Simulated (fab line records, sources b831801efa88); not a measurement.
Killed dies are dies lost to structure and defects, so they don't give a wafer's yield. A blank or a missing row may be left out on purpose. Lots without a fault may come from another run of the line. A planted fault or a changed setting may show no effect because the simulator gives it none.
A struck lot beside a sound one | flow sky130 | 15 steps out of a route of 708
Sound: wafers L369.2, L369.3, L369.6. Struck: wafers L382.1, L382.4. (L382.6 of the same lot was not struck and is left out.) The cause comes at the end.
At each step with rows: each side's tool, then ch and its chambers, then its first start. Under that, the readings that differ: sound wafers | struck wafers | difference of the means | sigmas: that difference in standard deviations of wafers without a fault.
alike: readings whose means differ by less than 2 such deviations, and words and numbers that are the same on both sides. not compared: withheld readings, readings that some wafer has no value for, bounds like >300 that may hide the same value, and numbers for which the record gives no deviation and whose values overlap.
The two part at a step that has a row with sigmas, a row that says differs or no value, or rows on one side only. Numbers that don't overlap but have no deviation are shown without sigmas and don't part them. A reading that every wafer of one side lacks parts them only if that side has two wafers or more.

SKY_METAL2_STRIP_20: strips in O2/N2.
  sound on plasma_asher-04 ch 0,1, day 37 13:41; struck on plasma_asher-02 ch 0,1, day 41 08:37
  alike: drypump_motor_current_A, oes_product_au, strip_time_to_endpoint_s
  not compared: rf_hours_counter_h
then, 4 steps without rows for these wafers: SKY_METAL2_STRIP_21 (strips in post etch residue remover, time 1200 s); SKY_METAL2_CLEAN_22 (cleans in IPA, time 180 s); SKY_METAL2_CLEAN_23 (cleans in O3/DIW); SKY_VIA2_HDPCVD_00 (deposits SiO2, target thk 1180 nm, time 196.7 s).
SKY_VIA2_THK_MEAS_01:
  sound on film_metro-02, day 37 14:37; struck on film_metro-02, day 41 09:22
  reading              | sound          | struck    | difference | sigmas
  VIA2_HDPCVD_THK (nm) | 1171 1156 1145 | 1209 1191 | +43        | +3
SKY_VIA2_CMP_02: polishes SiO2.
  sound on cmp-02 ch 0,2,3, day 37 14:46; struck on cmp-01 ch 0,1, day 41 09:44
  alike: motor_current_A
SKY_VIA2_BOW_MEAS_03:
  sound on film_metro-04, day 37 14:59; struck on film_metro-04, day 41 09:59
  alike: VIA2_BOW
then, 4 steps without rows for these wafers: SKY_VIA2_DEHYDRATE_04 (time 60 s); SKY_VIA2_HMDS_05 (prime time 60 s); SKY_VIA2_COAT_06 (resist thk 60 nm); SKY_VIA2_COAT_07 (resist thk 450 nm).
SKY_VIA2_SOFTBAKE_08: time 90 s.
  sound on litho_track-04 ch 0, day 38 04:00; struck on litho_track-04 ch 0, day 41 21:00
  reading                  | sound                | struck        | difference | sigmas
  heater_power_total_W (W) | 57.40 57.26 57.23    | 60.16 60.23   | +2.90      | +24
  run_length_s (s)         | 119.48 119.62 119.52 | 106.82 107.16 | -12.55     | -63
then, 1 step without rows for these wafers: SKY_VIA2_EXPOSE_09 (exposes mask VIM2, target cd 200 nm).
-- the record jumps here: 9 days lie between the struck wafers' starts before and after (it left off in module VIA2 and takes up again in module PAD_OPEN, whose first step shown is number 708 of the route) --
SKY_PAD_OPEN_PROBE_99:
  sound on prober-01, day 47 15:27; struck on prober-01, day 50 12:21
  alike: defect_limited_yield, killed_at_M0_to_M3, killed_at_M4_up, killed_at_contacts, killed_at_front_end, killed_at_other, killed_dies, killed_open, killed_short, sort_bin_3_pad_short, sort_bin_5_function, sort_bin_6_memory, sort_n_pass, sort_yield_pct

WHERE THEY PART
First at SKY_VIA2_THK_MEAS_01; last, within this record, at SKY_VIA2_SOFTBAKE_08. Later steps at which nothing parts them and some readings are alike: SKY_PAD_OPEN_PROBE_99.

WHY: what the simulator had put in
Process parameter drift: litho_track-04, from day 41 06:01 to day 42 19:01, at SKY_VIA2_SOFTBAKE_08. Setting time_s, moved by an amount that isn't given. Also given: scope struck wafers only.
